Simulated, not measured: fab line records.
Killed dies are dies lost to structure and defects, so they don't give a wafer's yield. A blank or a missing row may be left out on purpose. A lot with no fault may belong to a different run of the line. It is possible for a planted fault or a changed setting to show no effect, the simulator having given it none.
Matching of chambers ; flow sky130 ; cmp-01 running SKY_CONTACT_CMP_27: 4 sister chambers
The step polishes, stops on SiO2, t overpolish 15 s, target thk 0 nm. 19 wafers are shown with their chamber, then 9 later ones without.

WAFERS PAIRED WITH THEIR CHAMBERS
wafer;chamber;motor current A (A);time to endpoint s (s);overpolish run s (s)
L589.2;3;12.3;84;15.001
L589.3;1;10.5;82;15.007
L589.4;0;11.1;84;14.990
L591.1;0;10.7;84;14.992
L591.3;3;11.4;83;15.010
L591.5;3;12.2;81;14.984
L592.1;1;11.2;80;14.993
L592.4;3;11.6;80;14.992
L592.6;3;11.7;81;15.002
L596.2;1;10.5;83;15.004
L596.5;3;12.1;83;14.997
L596.6;2;10.5;86;15.001
L599.2;2;10.4;77;14.993
L599.3;1;10.9;76;14.998
L599.5;3;11.8;78;15.004
L601.1;0;10.1;85;15.006
L601.2;2;11.0;90;14.983
L601.4;3;12.3;86;14.998
L602.1;2;10.3;85;15.005

SIGNATURES (means of the wafers above)
reading;chamber 0;chamber 1;chamber 2;chamber 3;scatter within a chamber
motor current A;10.633;10.775;10.550;11.925;0.363
time to endpoint s;84.33;80.25;84.50;82.00;3.29
overpolish run s;14.99600;15.00050;14.99550;14.99850;0.00812
Rule: a wafer's distance from a chamber is the root of the sum, over the readings, of the square of ((its reading less the chamber's mean) divided by the reading's scatter). The wafer belongs to the nearest chamber; if the next one is less than 2 further off, it can't be placed. How the scatter is found: for the shown wafers, subtract from each reading the mean of its chamber, square and add these, divide the total by (wafers less chambers), then take the root.

WAFERS WITH NO CHAMBER GIVEN
wafer;motor current A (A);time to endpoint s (s);overpolish run s (s)
L602.2;11.4;80;14.997
L602.3;9.9;80;14.987
L604.3;11.0;81;14.993
L604.4;12.6;80;15.022
L605.2;10.5;90;15.010
L605.3;10.9;84;15.002
L605.4;11.5;84;15.004
L606.3;10.1;90;14.999
L606.6;11.1;84;15.003

THE CHAMBER EACH PASSED THROUGH
wafer;from the rows above;in truth
L602.2;can't be placed: 3 or 1 or 0 or 2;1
L602.3;can't be placed: 2 or 0 or 1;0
L604.3;can't be placed: 1 or 0 or 2 or 3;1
L604.4;3;3
L605.2;can't be placed: 2 or 0 or 1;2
L605.3;can't be placed: 0 or 1 or 2 or 3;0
L605.4;can't be placed: 3 or 1 or 0 or 2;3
L606.3;can't be placed: 2 or 0 or 1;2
L606.6;can't be placed: 1 or 0 or 2 or 3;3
Correctly placed: 1 of 9. Unplaceable from these rows: 8, with the true chamber sitting among the candidates in 8. Wrongly placed: 0.
